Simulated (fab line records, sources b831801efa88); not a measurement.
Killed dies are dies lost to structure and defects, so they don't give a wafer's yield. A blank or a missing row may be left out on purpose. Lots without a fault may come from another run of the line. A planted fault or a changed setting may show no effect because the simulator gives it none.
Tool commonality check | flow sky130 | 12 lots, 36 wafers sampled

WHY IT WAS OPENED
At SKY_VT_ADJUST_HVTP_TW_MEAS_11 the reading VT_ADJUST_HVTP_TW is flagged on 2 of 12 lots. Wafers without a fault read 1364, standard deviation 10.
Rule: a lot is flagged when every wafer of it that has a number lies more than 4 standard deviations from that mean, or none has a number. The other lots count as sound.

lot  | measured     | on            | VT_ADJUST_HVTP_TW, wafer by wafer | flag
L407 | day 6 04:00  | film_metro-02 | 1347 1350 1352                    |
L409 | day 6 13:28  | film_metro-04 | 1364 1359 1362                    |
L412 | day 7 09:19  | film_metro-03 | 1373 1379 1384                    |
L413 | day 7 17:43  | film_metro-03 | 1374 1373 1370                    |
L414 | day 7 21:59  | film_metro-03 | 1375 1382 1378                    |
L415 | day 8 02:48  | film_metro-04 | 1361 1355 1361                    |
L417 | day 8 18:13  | film_metro-02 | 1356 1353 1351                    |
L422 | day 10 04:36 | film_metro-03 | 989 987 989                       | FLAGGED
L424 | day 10 17:15 | film_metro-03 | 993 988 987                       | FLAGGED
L425 | day 10 19:28 | film_metro-02 | 1347 1357 1354                    |
L426 | day 11 04:20 | film_metro-04 | 1370 1365 1358                    |
L430 | day 12 03:46 | film_metro-03 | 1366 1362 1351                    |
The numbers of the flagged lots are 989 on average: -375 against the usual, or -38 standard deviations.

WHICH TOOL RAN EACH LOT
The record holds 1 process step before the reading, out of a route of 708 steps. In each cell: the tool, then ch and the chambers that the sampled wafers went through, then the start.
lot  | flag    | SKY_VT_ADJUST_HVTP_IMPLANT_09
L407 |         | implanter-02 ch 0, day 6 03:45
L409 |         | implanter-02 ch 0, day 6 13:13
L412 |         | implanter-02 ch 0, day 7 09:05
L413 |         | implanter-02 ch 0, day 7 17:28
L414 |         | implanter-01 ch 0, day 7 21:46
L415 |         | implanter-04 ch 0, day 8 02:33
L417 |         | implanter-01 ch 0, day 8 17:59
L422 | FLAGGED | implanter-02 ch 0, day 10 04:21
L424 | FLAGGED | implanter-02 ch 0, day 10 17:00
L425 |         | implanter-04 ch 0, day 10 19:15
L426 |         | implanter-01 ch 0, day 11 04:05
L430 |         | implanter-04 ch 0, day 12 03:31
What these steps do:
- SKY_VT_ADJUST_HVTP_IMPLANT_09
- SKY_VT_ADJUST_HVTP_TW_MEAS_11

FLAGGED OVER TOTAL, TOOL BY TOOL (the gauges that took the reading come last)
step                          | tool          | lots run | flagged | share of the flagged lots | sound lots run after its first flagged lot
SKY_VT_ADJUST_HVTP_IMPLANT_09 | implanter-01  | 3        | 0       | none                      | -
SKY_VT_ADJUST_HVTP_IMPLANT_09 | implanter-02  | 6        | 2       | all                       | 0
SKY_VT_ADJUST_HVTP_IMPLANT_09 | implanter-04  | 3        | 0       | none                      | -
SKY_VT_ADJUST_HVTP_TW_MEAS_11 | film_metro-02 | 3        | 0       | none                      | -
SKY_VT_ADJUST_HVTP_TW_MEAS_11 | film_metro-03 | 6        | 2       | all                       | 1 (L430)
SKY_VT_ADJUST_HVTP_TW_MEAS_11 | film_metro-04 | 3        | 0       | none                      | -

WHAT THE TABLE ALLOWS
2 rows of the table ran every flagged lot: implanter-02 at SKY_VT_ADJUST_HVTP_IMPLANT_09, film_metro-03 at SKY_VT_ADJUST_HVTP_TW_MEAS_11.
- implanter-02 at SKY_VT_ADJUST_HVTP_IMPLANT_09: 2 of its 6 lots flagged. Its last sound lot is L413 (day 7 17:28), its first flagged lot L422 (day 10 04:21): a fault that began between those two fits. Its own readings lie more than 4 standard deviations out on every wafer of the flagged lots: dose_ions_cm2, faraday_current_uA.
- film_metro-03 at SKY_VT_ADJUST_HVTP_TW_MEAS_11: 2 of its 6 lots flagged. Sound lots ran on it after the first flagged one (L430), which a lasting fault on the whole tool wouldn't allow.
One tool is left: implanter-02 at SKY_VT_ADJUST_HVTP_IMPLANT_09.

WHAT THE SIMULATOR HAD PUT IN
Process parameter drift: implanter-02, from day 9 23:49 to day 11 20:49, at SKY_VT_ADJUST_HVTP_IMPLANT_09. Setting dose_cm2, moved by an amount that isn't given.
Lots struck among those shown: L422, L424. The rule above found the same.
